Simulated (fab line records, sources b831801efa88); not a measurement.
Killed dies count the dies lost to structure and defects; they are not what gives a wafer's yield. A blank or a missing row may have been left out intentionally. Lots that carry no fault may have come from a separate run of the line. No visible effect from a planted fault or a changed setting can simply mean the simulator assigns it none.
fab line records	flow gf180mcu
[record] lots = 24	wafers = 72	last-day = 34
route steps=602 shown V1@338 V2@387 M3@410
lots that met no fault: from a run of the same line without faults
start-h: hours from the record's opening day to when the first of the lot's shown wafers began	wait-h: time in hours since the lot's previous step	" repeats the value in the row above	L1.1+2: several wafers, shown together as one row	- value missing, or start not given	* or withheld: withheld	< > ~ a bound
route shown NAME@n: NAME is a module with steps in the file, n the number in the route of the first one	usual: average and standard deviation across the fault-free wafers	same: alike in all rows	chamber/n: place in a boat	sites: readings site by site	_std_site: standard deviation of those values	_edge_site: outer sites' mean less inner sites'	radius-mm: how far each site lies from the wafer's centre	mask NAME#n: copy n	behind: tool/chamber where the wafer was last shaped	hold: why the lot was held/for how many hours/how that ended	device: transistor that didn't switch, given as n, p or np	end of line: the same wafers' tests at the end of the route	a step given without rows: its recipe and nothing more	killed: count of dies lost to structure and defects at first sort (not the wafer's yield)	map: a wafer's dies, marking killed ones x, the rest . and places with no die _
set.NAME: the setting that was run; set.NAME@STEP: the one run at that earlier step	model.NAME: the simulator's own value behind a step, which no gauge read
one table for each step of the route and one row for each wafer, over a sample of lots
services: when a tool's chamber went out of use (start-h, in hours from the record's first day, below 0 if earlier), for how many hours, and the reason
[[steps]]
[step GF_V1_THK_MEAS_03]
[recipe] reads = SiO2_of_V1_CVD_02
[usual] V1_CVD_02_THK = 851/12
lot.wafer	tool	chamber	start-h	wait-h	V1_CVD_02_THK[nm]
L074.4	film-metro-02	-	388.73	0.1	853
L074.5	"	-	"	"	849
L074.6	"	-	"	"	852
L075.1	film-metro-03	-	394.85	0.0	836
L075.2	"	-	"	"	835
L075.3	"	-	"	"	849
L076.1	film-metro-03	-	404.16	0.0	860
L076.4	"	-	"	"	856
L076.5	"	-	"	"	867
L077.2	film-metro-04	-	414.64	0.0	847
L077.3	"	-	"	"	849
L077.6	"	-	"	"	855
L078.2	film-metro-04	-	424.95	0.1	851
L078.3	"	-	"	"	857
L078.5	"	-	"	"	863
L079.2	film-metro-04	-	436.84	0.0	843
L079.5	"	-	"	"	876
L079.6	"	-	"	"	881
L080.1	film-metro-03	-	451.25	0.0	845
L080.2	"	-	"	"	844
L080.4	"	-	"	"	871
L081.1	film-metro-02	-	452.55	0.0	858
L081.4	"	-	"	"	853
L081.5	"	-	"	"	838
L082.1	film-metro-03	-	468.28	0.1	841
L082.4	"	-	"	"	860
L082.5	"	-	"	"	864
L083.1	film-metro-02	-	484.22	0.0	839
L083.4	"	-	"	"	858
L083.6	"	-	"	"	859
L084.2	film-metro-04	-	486.22	0.0	818
L084.3	"	-	"	"	837
L084.4	"	-	"	"	821
L085.2	film-metro-04	-	493.26	0.0	829
L085.4	"	-	"	"	857
L085.6	"	-	"	"	841
L086.1	film-metro-02	-	496.52	0.0	849
L086.3	"	-	"	"	852
L086.4	"	-	"	"	867
L087.1	film-metro-03	-	514.24	0.1	822
L087.2	"	-	"	"	833
L087.6	"	-	"	"	843
L088.1	film-metro-04	-	519.29	0.1	838
L088.2	"	-	"	"	824
L088.5	"	-	"	"	846
L089.2	film-metro-04	-	527.16	0.1	823
L089.5	"	-	"	"	849
L089.6	"	-	"	"	868
L090.1	film-metro-02	-	538.20	0.0	849
L090.2	"	-	"	"	862
L090.6	"	-	"	"	858
L091.3	film-metro-03	-	542.74	0.1	840
L091.4	"	-	"	"	871
L091.6	"	-	"	"	857
L092.1	film-metro-04	-	547.96	0.0	851
L092.3	"	-	"	"	838
L092.5	"	-	"	"	852
L093.1	film-metro-04	-	559.52	0.0	851
L093.2	"	-	"	"	852
L093.4	"	-	"	"	866
L094.2	film-metro-02	-	566.35	0.0	876
L094.4	"	-	"	"	865
L094.6	"	-	"	"	879
L095.1	film-metro-02	-	569.58	0.0	840
L095.3	"	-	"	"	832
L095.4	"	-	"	"	847
L096.3	film-metro-02	-	579.52	0.1	851
L096.4	"	-	"	"	865
L096.6	"	-	"	"	856
L097.2	film-metro-04	-	590.35	0.0	851
L097.5	"	-	"	"	858
L097.6	"	-	"	"	872
[step GF_V1_THK_MEAS_25]
[recipe] thk-meas-gauge = xrf	reads = W_of_V1_CVD_23
[usual] V1_W_THK = 350/9.4
lot.wafer	tool	chamber	start-h	wait-h	V1_W_THK[nm]
L074.4	film-metro-04	-	412.92	0.1	358
L074.5	"	-	"	"	361
L074.6	"	-	"	"	350
L075.1	film-metro-04	-	420.15	0.1	347
L075.2	"	-	"	"	354
L075.3	"	-	"	"	347
L076.1	film-metro-02	-	430.73	0.1	369
L076.4	"	-	"	"	364
L076.5	"	-	"	"	357
L077.2	film-metro-02	-	440.00	0.1	345
L077.3	"	-	"	"	344
L077.6	"	-	"	"	349
L078.2	film-metro-04	-	451.02	0.1	323
L078.3	"	-	"	"	326
L078.5	"	-	"	"	327
L079.2	film-metro-03	-	463.07	0.1	338
L079.5	"	-	"	"	342
L079.6	"	-	"	"	338
L080.1	film-metro-03	-	476.96	0.1	341
L080.2	"	-	"	"	342
L080.4	"	-	"	"	337
L081.1	film-metro-02	-	478.22	0.1	352
L081.4	"	-	"	"	354
L081.5	"	-	"	"	352
L082.1	film-metro-04	-	494.14	0.1	344
L082.4	"	-	"	"	341
L082.5	"	-	"	"	347
L083.1	film-metro-04	-	509.25	0.1	343
L083.4	"	-	"	"	339
L083.6	"	-	"	"	344
L084.2	film-metro-04	-	511.54	0.1	347
L084.3	"	-	"	"	357
L084.4	"	-	"	"	347
L085.2	film-metro-02	-	518.59	0.1	359
L085.4	"	-	"	"	350
L085.6	"	-	"	"	363
L086.1	film-metro-04	-	521.20	0.1	353
L086.3	"	-	"	"	355
L086.4	"	-	"	"	344
L087.1	film-metro-02	-	539.03	0.1	363
L087.2	"	-	"	"	354
L087.6	"	-	"	"	363
L088.1	film-metro-04	-	543.80	0.1	342
L088.2	"	-	"	"	355
L088.5	"	-	"	"	359
L089.2	film-metro-04	-	550.68	0.1	360
L089.5	"	-	"	"	361
L089.6	"	-	"	"	341
L090.1	film-metro-04	-	562.29	0.1	343
L090.2	"	-	"	"	357
L090.6	"	-	"	"	340
L091.3	film-metro-04	-	566.82	0.1	344
L091.4	"	-	"	"	359
L091.6	"	-	"	"	359
L092.1	film-metro-04	-	572.26	0.1	356
L092.3	"	-	"	"	346
L092.5	"	-	"	"	352
L093.1	film-metro-04	-	583.87	0.1	357
L093.2	"	-	"	"	354
L093.4	"	-	"	"	354
L094.2	film-metro-03	-	589.91	0.1	350
L094.4	"	-	"	"	361
L094.6	"	-	"	"	352
L095.1	film-metro-02	-	593.15	0.1	368
L095.3	"	-	"	"	366
L095.4	"	-	"	"	359
L096.3	film-metro-04	-	601.63	0.1	352
L096.4	"	-	"	"	348
L096.6	"	-	"	"	350
L097.2	film-metro-03	-	613.59	0.1	351
L097.5	"	-	"	"	338
L097.6	"	-	"	"	353
[step GF_V2_BOW_MEAS_05]
[recipe] mode = bow
[usual] V2_BOW = 100/7.9
lot.wafer	tool	chamber	start-h	wait-h	V2_BOW[um]
L074.4	film-metro-01	-	439.61	0.2	103
L074.5	"	-	"	"	115
L074.6	"	-	"	"	96
L075.1	film-metro-01	-	446.45	0.2	117
L075.2	"	-	"	"	116
L075.3	"	-	"	"	103
L076.1	film-metro-01	-	457.10	0.1	97
L076.4	"	-	"	"	94
L076.5	"	-	"	"	95
L077.2	film-metro-01	-	466.40	0.1	90
L077.3	"	-	"	"	88
L077.6	"	-	"	"	89
L078.2	film-metro-02	-	477.43	0.2	101
L078.3	"	-	"	"	104
L078.5	"	-	"	"	108
L079.2	film-metro-01	-	488.71	0.1	99
L079.5	"	-	"	"	103
L079.6	"	-	"	"	107
L080.1	film-metro-01	-	502.83	0.1	89
L080.2	"	-	"	"	97
L080.4	"	-	"	"	94
L081.1	film-metro-01	-	503.68	0.1	108
L081.4	"	-	"	"	98
L081.5	"	-	"	"	104
L082.1	film-metro-03	-	519.83	0.1	105
L082.4	"	-	"	"	100
L082.5	"	-	"	"	101
L083.1	film-metro-03	-	534.64	0.1	112
L083.4	"	-	"	"	104
L083.6	"	-	"	"	103
L084.2	film-metro-03	-	536.79	0.1	97
L084.3	"	-	"	"	89
L084.4	"	-	"	"	87
L085.2	film-metro-01	-	543.32	0.1	92
L085.4	"	-	"	"	93
L085.6	"	-	"	"	101
L086.1	film-metro-02	-	546.08	0.1	98
L086.3	"	-	"	"	100
L086.4	"	-	"	"	106
L087.1	film-metro-03	-	563.80	0.1	89
L087.2	"	-	"	"	94
L087.6	"	-	"	"	97
L088.1	film-metro-02	-	568.13	0.1	113
L088.2	"	-	"	"	96
L088.5	"	-	"	"	112
L089.2	film-metro-02	-	574.63	0.2	95
L089.5	"	-	"	"	101
L089.6	"	-	"	"	103
L090.1	film-metro-01	-	586.46	0.2	107
L090.2	"	-	"	"	104
L090.6	"	-	"	"	110
L091.3	film-metro-01	-	590.86	0.3	109
L091.4	"	-	"	"	99
L091.6	"	-	"	"	110
L092.1	film-metro-01	-	594.80	0.2	85
L092.3	"	-	"	"	90
L092.5	"	-	"	"	96
L093.1	film-metro-02	-	606.45	0.2	95
L093.2	"	-	"	"	98
L093.4	"	-	"	"	103
L094.2	film-metro-02	-	612.88	0.1	113
L094.4	"	-	"	"	104
L094.6	"	-	"	"	94
L095.1	film-metro-03	-	616.28	0.1	93
L095.3	"	-	"	"	98
L095.4	"	-	"	"	96
L096.3	film-metro-01	-	624.44	0.1	87
L096.4	"	-	"	"	89
L096.6	"	-	"	"	92
L097.2	film-metro-02	-	636.39	0.1	106
L097.5	"	-	"	"	95
L097.6	"	-	"	"	99
[step GF_V2_RS_MEAS_24]
[recipe] thk-meas-gauge = four-point-probe	reads = W_of_V2_CVD_23+TiN_of_V2_SPUTTER_22+Ti_of_V2_SPUTTER_21
[usual] V2_W_RS = 0.326/0.006
lot.wafer	tool	chamber	start-h	wait-h	V2_W_RS[ohm/sq]
L074.4	film-metro-03	-	465.03	0.1	0.336
L074.5	"	-	"	"	0.328
L074.6	"	-	"	"	0.334
L075.1	film-metro-02	-	471.75	0.1	0.333
L075.2	"	-	"	"	0.333
L075.3	"	-	"	"	0.328
L076.1	film-metro-01	-	482.82	0.1	0.326
L076.4	"	-	"	"	0.327
L076.5	"	-	"	"	0.315
L077.2	film-metro-02	-	491.45	0.1	0.330
L077.3	"	-	"	"	0.325
L077.6	"	-	"	"	0.325
L078.2	film-metro-02	-	502.72	0.1	0.326
L078.3	"	-	"	"	0.328
L078.5	"	-	"	"	0.330
L079.2	film-metro-01	-	513.88	0.1	0.320
L079.5	"	-	"	"	0.332
L079.6	"	-	"	"	0.321
L080.1	film-metro-03	-	526.58	0.1	0.313
L080.2	"	-	"	"	0.326
L080.4	"	-	"	"	0.327
L081.1	film-metro-02	-	528.16	0.1	0.330
L081.4	"	-	"	"	0.329
L081.5	"	-	"	"	0.331
L082.1	film-metro-03	-	544.58	0.1	0.325
L082.4	"	-	"	"	0.322
L082.5	"	-	"	"	0.321
L083.1	film-metro-03	-	558.10	0.1	0.323
L083.4	"	-	"	"	0.323
L083.6	"	-	"	"	0.321
L084.2	film-metro-03	-	560.90	0.1	0.323
L084.3	"	-	"	"	0.331
L084.4	"	-	"	"	0.322
L085.2	film-metro-02	-	566.89	0.1	0.331
L085.4	"	-	"	"	0.323
L085.6	"	-	"	"	0.319
L086.1	film-metro-01	-	569.95	0.1	0.339
L086.3	"	-	"	"	0.334
L086.4	"	-	"	"	0.324
L087.1	film-metro-02	-	586.55	0.1	0.317
L087.2	"	-	"	"	0.329
L087.6	"	-	"	"	0.318
L088.1	film-metro-03	-	590.69	0.1	0.323
L088.2	"	-	"	"	0.334
L088.5	"	-	"	"	0.327
L089.2	film-metro-03	-	596.56	0.1	0.328
L089.5	"	-	"	"	0.324
L089.6	"	-	"	"	0.319
L090.1	film-metro-03	-	608.76	0.1	0.326
L090.2	"	-	"	"	0.334
L090.6	"	-	"	"	0.324
L091.3	film-metro-03	-	612.80	0.1	0.317
L091.4	"	-	"	"	0.331
L091.6	"	-	"	"	0.321
L092.1	film-metro-01	-	616.91	0.1	0.312
L092.3	"	-	"	"	0.314
L092.5	"	-	"	"	0.315
L093.1	film-metro-01	-	627.65	0.1	0.324
L093.2	"	-	"	"	0.336
L093.4	"	-	"	"	0.334
L094.2	film-metro-01	-	634.00	0.1	0.331
L094.4	"	-	"	"	0.335
L094.6	"	-	"	"	0.329
L095.1	film-metro-02	-	637.78	0.1	0.329
L095.3	"	-	"	"	0.331
L095.4	"	-	"	"	0.328
L096.3	film-metro-02	-	645.81	0.1	0.328
L096.4	"	-	"	"	0.316
L096.6	"	-	"	"	0.329
L097.2	film-metro-02	-	657.47	0.1	0.327
L097.5	"	-	"	"	0.322
L097.6	"	-	"	"	0.331
[step GF_M3_SPUTTER_01]
[recipe] material = TiN	target-thk-nm = 30	power-w = 6500	time-s = 25	chamber-pressure-pa = 0.4
[usual] cathode-dc-power-W = 6499.9/1.2	throttle-valve-pct = 30.2/0.95
lot.wafer	tool	chamber	start-h	wait-h	cathode-dc-power-W	throttle-valve-pct
L074.4	pvd-sputter-04	-	465.55	0.1	6498.9	31.9
L074.5	"	-	"	"	6500.9	31.9
L074.6	"	-	"	"	6503.0	30.5
L075.1	pvd-sputter-02	-	472.33	0.1	6501.1	30.1
L075.2	"	-	"	"	6499.1	30.8
L075.3	"	-	"	"	6501.2	28.0
L076.1	pvd-sputter-04	-	483.40	0.1	6499.9	29.0
L076.4	"	-	"	"	6499.2	29.6
L076.5	"	-	"	"	6500.0	28.9
L077.2	pvd-sputter-02	-	492.01	0.1	6501.0	30.8
L077.3	"	-	"	"	6498.1	30.3
L077.6	"	-	"	"	6498.8	27.8
L078.2	pvd-sputter-01	-	503.28	0.1	6499.6	30.4
L078.3	"	-	"	"	6500.4	30.2
L078.5	"	-	"	"	6500.1	30.6
L079.2	pvd-sputter-01	-	514.44	0.1	6498.6	31.2
L079.5	"	-	"	"	6498.9	30.4
L079.6	"	-	"	"	6502.2	30.8
L080.1	pvd-sputter-01	-	527.16	0.1	6498.4	30.3
L080.2	"	-	"	"	6500.4	30.4
L080.4	"	-	"	"	6499.4	30.9
L081.1	pvd-sputter-04	-	528.74	0.1	6499.8	31.7
L081.4	"	-	"	"	6501.5	29.3
L081.5	"	-	"	"	6500.0	29.3
L082.1	pvd-sputter-04	-	545.16	0.1	6500.5	30.6
L082.4	"	-	"	"	6499.5	29.3
L082.5	"	-	"	"	6503.7	30.3
L083.1	pvd-sputter-04	-	558.68	0.1	6498.9	31.7
L083.4	"	-	"	"	6498.5	30.7
L083.6	"	-	"	"	6499.2	29.5
L084.2	pvd-sputter-02	-	561.46	0.1	6499.9	30.2
L084.3	"	-	"	"	6500.3	27.8
L084.4	"	-	"	"	6502.6	30.7
L085.2	pvd-sputter-01	-	568.03	0.1	6500.1	30.3
L085.4	"	-	"	"	6498.3	30.3
L085.6	"	-	"	"	6500.6	30.4
L086.1	pvd-sputter-01	-	570.53	0.1	6497.8	31.1
L086.3	"	-	"	"	6500.6	30.4
L086.4	"	-	"	"	6500.0	30.2
L087.1	pvd-sputter-04	-	587.13	0.1	6500.4	29.2
L087.2	"	-	"	"	6503.4	28.8
L087.6	"	-	"	"	6500.3	29.6
L088.1	pvd-sputter-01	-	591.27	0.1	6499.9	30.0
L088.2	"	-	"	"	6500.5	30.4
L088.5	"	-	"	"	6500.1	30.4
L089.2	pvd-sputter-04	-	597.12	0.1	6499.4	29.0
L089.5	"	-	"	"	6500.8	31.6
L089.6	"	-	"	"	6501.0	30.2
L090.1	pvd-sputter-04	-	609.34	0.1	6499.6	29.3
L090.2	"	-	"	"	6498.3	31.8
L090.6	"	-	"	"	6502.5	29.3
L091.3	pvd-sputter-01	-	613.34	0.1	6500.6	30.4
L091.4	"	-	"	"	6500.1	30.6
L091.6	"	-	"	"	6499.3	30.6
L092.1	pvd-sputter-02	-	617.64	0.1	6498.4	30.7
L092.3	"	-	"	"	6502.8	27.7
L092.5	"	-	"	"	6499.5	30.5
L093.1	pvd-sputter-01	-	628.23	0.1	6500.1	30.7
L093.2	"	-	"	"	6499.7	31.0
L093.4	"	-	"	"	6500.1	30.4
L094.2	pvd-sputter-01	-	634.56	0.1	6498.0	30.8
L094.4	"	-	"	"	6500.4	30.2
L094.6	"	-	"	"	6501.1	31.0
L095.1	pvd-sputter-01	-	638.36	0.1	6500.2	30.1
L095.3	"	-	"	"	6499.3	30.3
L095.4	"	-	"	"	6499.9	30.9
L096.3	pvd-sputter-01	-	646.35	0.1	6499.1	30.8
L096.4	"	-	"	"	6499.2	30.3
L096.6	"	-	"	"	6500.0	30.2
L097.2	pvd-sputter-02	-	658.04	0.1	6500.0	30.4
L097.5	"	-	"	"	6502.1	30.4
L097.6	"	-	"	"	6499.6	27.4
[step GF_M3_STRIP_17]
[recipe] chemistry = O2/N2	power-w = 1400	pressure-mtorr = 1500	platen-temp-c = 250	o2-flow-sccm = 3000	n2-flow-sccm = 300	overash-fraction = 0.5
[usual] drypump-motor-current-A = 6.0/0.42	heater-power-w = 322/43	oes-product-au = 0.558/0.0049	strip-time-to-endpoint-s = 7.88/0.055
lot.wafer	tool	chamber	start-h	wait-h	drypump-motor-current-A	heater-power-w	oes-product-au	rf-hours-counter-h	strip-time-to-endpoint-s
L074.4	plasma-asher-03	1	489.98	0.1	6.7	414	0.560	-	7.88
L074.5	"	0	"	"	6.1	255	0.563	-	7.91
L074.6	"	1	"	"	6.7	397	0.557	-	7.82
L075.1	plasma-asher-02	1	497.12	0.1	6.0	328	0.559	8	7.82
L075.2	"	0	"	"	5.8	307	0.561	8	7.87
L075.3	"	0	"	"	5.8	310	0.559	-	7.89
L076.1	plasma-asher-02	0	507.33	0.2	5.8	308	0.551	8	7.93
L076.4	"	1	"	"	6.0	329	0.563	-	7.95
L076.5	"	1	"	"	6.0	323	0.561	-	7.95
L077.2	plasma-asher-02	1	516.13	0.1	6.0	330	0.555	9	7.93
L077.3	"	0	"	"	5.8	305	0.560	-	7.90
L077.6	"	0	"	"	5.8	306	0.565	-	7.86
L078.2	plasma-asher-04	1	527.30	0.1	6.2	330	0.558	87	7.86
L078.3	"	0	"	"	5.0	316	0.563	-	7.85
L078.5	"	1	"	"	6.2	336	0.564	-	7.85
L079.2	plasma-asher-02	0	538.08	0.1	5.8	307	0.552	12	7.83
L079.5	"	1	"	"	6.0	329	0.560	-	7.86
L079.6	"	0	"	"	5.8	308	0.548	-	7.84
L080.1	plasma-asher-04	1	550.27	0.1	6.2	332	0.561	89	7.87
L080.2	"	0	"	"	5.1	328	0.551	89	7.94
L080.4	"	1	"	"	6.2	324	0.556	-	7.94
L081.1	plasma-asher-04	0	552.32	0.1	5.1	320	0.555	90	7.85
L081.4	"	1	"	"	6.2	338	0.558	-	7.86
L081.5	"	0	"	"	5.1	313	0.559	-	7.83
L082.1	plasma-asher-03	0	567.92	0.1	6.1	247	0.554	79	7.94
L082.4	"	0	"	"	6.1	247	0.559	-	7.95
L082.5	"	1	"	"	6.7	404	0.557	-	7.88
L083.1	plasma-asher-02	1	581.02	0.1	6.0	332	0.556	17	7.85
L083.4	"	0	"	"	5.8	304	0.563	-	7.94
L083.6	"	1	"	"	6.0	336	0.558	-	7.93
L084.2	plasma-asher-02	0	583.62	0.1	5.8	313	0.561	17	7.86
L084.3	"	0	"	"	5.8	312	0.548	-	7.88
L084.4	"	1	"	"	6.0	328	0.549	-	7.79
L085.2	plasma-asher-03	1	589.72	0.1	6.7	403	0.566	82	8.01
L085.4	"	0	"	"	6.1	250	0.558	-	8.00
L085.6	"	1	"	"	6.7	397	0.561	-	8.02
L086.1	plasma-asher-03	1	592.52	0.1	6.7	399	0.553	82	7.81
L086.3	"	1	"	"	6.7	409	0.559	-	7.81
L086.4	"	0	"	"	6.1	250	0.553	-	7.93
L087.1	plasma-asher-02	0	608.77	0.1	5.8	312	0.550	20	7.83
L087.2	"	1	"	"	6.0	329	0.553	20	7.80
L087.6	"	1	"	"	6.0	326	0.553	-	7.82
L088.1	plasma-asher-03	0	612.77	0.1	6.1	259	0.555	84	7.83
L088.2	"	1	"	"	6.7	392	0.562	84	7.89
L088.5	"	0	"	"	6.1	241	0.555	-	7.85
L089.2	plasma-asher-04	1	618.42	0.1	6.2	334	0.560	96	7.86
L089.5	"	0	"	"	5.0	315	0.564	-	7.86
L089.6	"	1	"	"	6.3	334	0.557	-	7.88
L090.1	plasma-asher-02	1	629.27	0.1	6.0	326	0.559	22	7.90
L090.2	"	0	"	"	5.8	310	0.546	22	7.80
L090.6	"	1	"	"	6.0	334	0.561	-	7.87
L091.3	plasma-asher-02	1	633.60	0.1	6.0	329	0.555	-	7.83
L091.4	"	0	"	"	5.8	306	0.551	-	7.83
L091.6	"	0	"	"	5.8	314	0.560	-	7.81
L092.1	plasma-asher-03	0	638.23	0.1	6.1	246	0.550	86	7.99
L092.3	"	0	"	"	6.1	249	0.558	-	7.85
L092.5	"	1	"	"	6.7	410	0.552	-	7.93
L093.1	plasma-asher-03	1	648.78	0.1	6.7	406	0.556	87	7.80
L093.2	"	0	"	"	6.0	249	0.555	87	7.81
L093.4	"	1	"	"	6.7	395	0.549	-	7.83
L094.2	plasma-asher-02	1	654.78	0.1	6.0	326	0.562	25	7.90
L094.4	"	1	"	"	6.0	330	0.565	-	7.96
L094.6	"	1	"	"	6.0	328	0.562	-	7.97
L095.1	plasma-asher-02	0	658.52	0.1	5.8	308	0.567	26	7.84
L095.3	"	0	"	"	5.8	309	0.558	-	7.94
L095.4	"	1	"	"	6.0	330	0.564	-	7.86
L096.3	plasma-asher-02	0	666.05	0.1	5.8	309	0.556	-	7.97
L096.4	"	1	"	"	6.0	326	0.559	-	7.89
L096.6	"	0	"	"	5.8	306	0.562	-	7.90
L097.2	plasma-asher-04	1	677.40	0.1	6.2	343	0.544	101	7.81
L097.5	"	0	"	"	5.1	323	0.558	-	7.84
L097.6	"	1	"	"	6.3	330	0.554	-	7.89
[[services]]
tool	chamber	start-h	hours	kind
plasma-asher-02	-	459.60	0.7	repair
pvd-sputter-04	0	471.41	-	consumable-replace:kit
pvd-sputter-04	0	471.41	18.0	scheduled-down
pvd-sputter-04	0	471.41	18.0	vent-cycle
plasma-asher-04	-	476.50	1.3	repair
pvd-sputter-01	-	478.90	2.3	repair
pvd-sputter-01	-	490.01	11.6	repair
plasma-asher-03	-	492.77	2.5	repair
plasma-asher-04	-	521.02	1.2	repair
pvd-sputter-04	-	529.79	0.6	repair
pvd-sputter-01	2	584.45	-	consumable-replace:kit
pvd-sputter-01	2	584.45	18.0	scheduled-down
pvd-sputter-01	2	584.45	18.0	vent-cycle
pvd-sputter-02	-	602.87	5.4	repair
plasma-asher-03	-	615.09	4.0	pm
plasma-asher-03	-	635.17	1.1	repair
pvd-sputter-04	3	644.97	-	consumable-replace:kit
pvd-sputter-04	3	644.97	18.0	scheduled-down
plasma-asher-04	-	650.99	3.9	repair
plasma-asher-04	-	654.85	14.6	pm
pvd-sputter-04	-	675.54	7.7	repair
pvd-sputter-01	1	677.14	-	consumable-replace:kit
pvd-sputter-01	1	677.14	18.0	scheduled-down
pvd-sputter-01	1	677.14	18.0	vent-cycle
[[key]]
fault none
